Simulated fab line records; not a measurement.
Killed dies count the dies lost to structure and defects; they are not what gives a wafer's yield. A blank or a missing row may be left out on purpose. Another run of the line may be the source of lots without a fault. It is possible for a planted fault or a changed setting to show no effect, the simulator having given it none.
Which tool did it? + flow sky130 + 39 wafers from 13 lots sampled at 4 of the route's 708 steps

WHAT THE GAUGES READ, wafer by wafer
SKY_VIA1_THK_MEAS_01.
| lot  | measured     | on            | VIA1_HDPCVD_THK (nm) |
|------|--------------|---------------|----------------------|
| L177 | day 32 19:07 | film-metro-04 | 1035 1035 1038       |
| L183 | day 35 00:39 | film-metro-02 | 1032 1032 1030       |
| L186 | day 36 00:05 | film-metro-04 | 1042 1025 1039       |
| L187 | day 36 08:32 | film-metro-04 | 1029 1035 1019       |
| L189 | day 36 21:17 | film-metro-01 | 1029 1028 1025       |
| L191 | day 37 07:47 | film-metro-04 | 1035 1042 1033       |
| L192 | day 37 19:18 | film-metro-04 | 1022 1030 1029       |
| L193 | day 38 04:41 | film-metro-04 | 1023 1036 1015       |
| L194 | day 38 19:22 | film-metro-01 | 1032 1034 1035       |
| L195 | day 38 15:25 | film-metro-02 | 1026 1020 1040       |
| L198 | day 39 10:30 | film-metro-04 | 1037 1023 1025       |
| L199 | day 39 15:32 | film-metro-02 | 1032 1027 1024       |
| L200 | day 39 22:51 | film-metro-04 | 1035 1042 1025       |

SKY_METAL2_THK_MEAS_06: measures by xrf.
| lot  | measured     | on            | METAL2_ALCU_THK (nm) |
|------|--------------|---------------|----------------------|
| L177 | day 34 00:05 | film-metro-01 | 241.7 241.1 241.6    |
| L183 | day 36 05:18 | film-metro-02 | 237.1 239.9 238.4    |
| L186 | day 37 04:02 | film-metro-01 | 236.0 236.5 238.6    |
| L187 | day 37 12:49 | film-metro-02 | 240.1 242.7 240.0    |
| L189 | day 38 00:46 | film-metro-03 | 241.7 239.5 242.2    |
| L191 | day 38 11:41 | film-metro-03 | 237.9 235.7 237.6    |
| L192 | day 38 23:04 | film-metro-03 | 241.0 245.3 244.8    |
| L193 | day 39 07:47 | film-metro-02 | 243.6 238.5 240.8    |
| L194 | day 39 21:41 | film-metro-03 | 243.9 244.8 243.6    |
| L195 | day 39 18:13 | film-metro-02 | 243.2 244.9 243.6    |
| L198 | day 40 13:26 | film-metro-01 | 242.0 240.6 243.0    |
| L199 | day 40 18:53 | film-metro-03 | 241.3 243.3 242.4    |
| L200 | day 41 00:58 | film-metro-03 | 241.0 243.2 240.2    |

EACH LOT AND THE TOOL THAT RAN IT (in order: tool; ch and the chambers of the sampled wafers; start)
| lot  | SKY_DNWELL_EXPOSE_04               | SKY_METAL2_SPUTTER_04        |
|------|------------------------------------|------------------------------|
| L177 | iline-stepper-02 ch 0, day 2 21:07 | pvd-sputter-02, day 33 23:54 |
| L183 | iline-stepper-01 ch 0, day 4 04:23 | pvd-sputter-04, day 36 05:07 |
| L186 | iline-stepper-02 ch 0, day 4 19:46 | pvd-sputter-04, day 37 03:52 |
| L187 | iline-stepper-02 ch 0, day 5 03:49 | pvd-sputter-04, day 37 12:39 |
| L189 | iline-stepper-02 ch 0, day 5 11:58 | pvd-sputter-04, day 38 00:35 |
| L191 | iline-stepper-02 ch 0, day 5 21:28 | pvd-sputter-04, day 38 11:30 |
| L192 | iline-stepper-02 ch 0, day 6 03:24 | pvd-sputter-01, day 38 22:52 |
| L193 | iline-stepper-01 ch 0, day 6 09:40 | pvd-sputter-02, day 39 07:37 |
| L194 | iline-stepper-01 ch 0, day 6 19:24 | pvd-sputter-02, day 39 21:29 |
| L195 | iline-stepper-02 ch 0, day 6 19:46 | pvd-sputter-02, day 39 18:02 |
| L198 | iline-stepper-02 ch 0, day 7 10:22 | pvd-sputter-02, day 40 13:16 |
| L199 | iline-stepper-02 ch 0, day 7 18:35 | pvd-sputter-02, day 40 18:41 |
| L200 | iline-stepper-02 ch 0, day 7 21:20 | pvd-sputter-02, day 41 00:47 |
- SKY_DNWELL_EXPOSE_04: exposes mask DNM, target cd 3000 nm.
- SKY_METAL2_SPUTTER_04: material TiN, target thk 70 nm, time 58.3 s.

WHAT THE TOOLS THEMSELVES READ (means of the sampled wafers that have a number; where no wafer has one, the mark that the record gives instead)
SKY_METAL2_SPUTTER_04.
| lot  | tool           | throttle-valve-pct (%) |
|------|----------------|------------------------|
| L177 | pvd-sputter-02 | 29.3                   |
| L183 | pvd-sputter-04 | 30.6                   |
| L186 | pvd-sputter-04 | 30.1                   |
| L187 | pvd-sputter-04 | 30.3                   |
| L189 | pvd-sputter-04 | 30.4                   |
| L191 | pvd-sputter-04 | 30.0                   |
| L192 | pvd-sputter-01 | 30.8                   |
| L193 | pvd-sputter-02 | 29.7                   |
| L194 | pvd-sputter-02 | 29.5                   |
| L195 | pvd-sputter-02 | 29.4                   |
| L198 | pvd-sputter-02 | 29.4                   |
| L199 | pvd-sputter-02 | 30.1                   |
| L200 | pvd-sputter-02 | 29.3                   |

THE ANSWER, worked out from the rows above alone
Rule: what is usual is taken from the lots themselves. Put in order of their means at a reading, lots are off if they are a third of the lots or fewer, leave a main group of 4 or more, and stand apart from it by a gap of 3 or more times the standard deviation of the main group's means; of several such gaps the widest counts. A main group whose means are all the same, to the digits that the tables above print for the reading, isn't used. Also off: a lot with no number at a reading for which 4 or more lots have one. Any other lot the step has rows for is counted as sound. First the gauges in route order, then the tools' own readings, where a lot's mean is used as printed above. The first step at which some lot is off is used, and at that step the reading that is off furthest; a lot without a number counts as furthest.
No lot is off on any of the readings shown, so nothing can be concluded from this.

WHAT HAD BEEN PUT IN BY THE SIMULATOR
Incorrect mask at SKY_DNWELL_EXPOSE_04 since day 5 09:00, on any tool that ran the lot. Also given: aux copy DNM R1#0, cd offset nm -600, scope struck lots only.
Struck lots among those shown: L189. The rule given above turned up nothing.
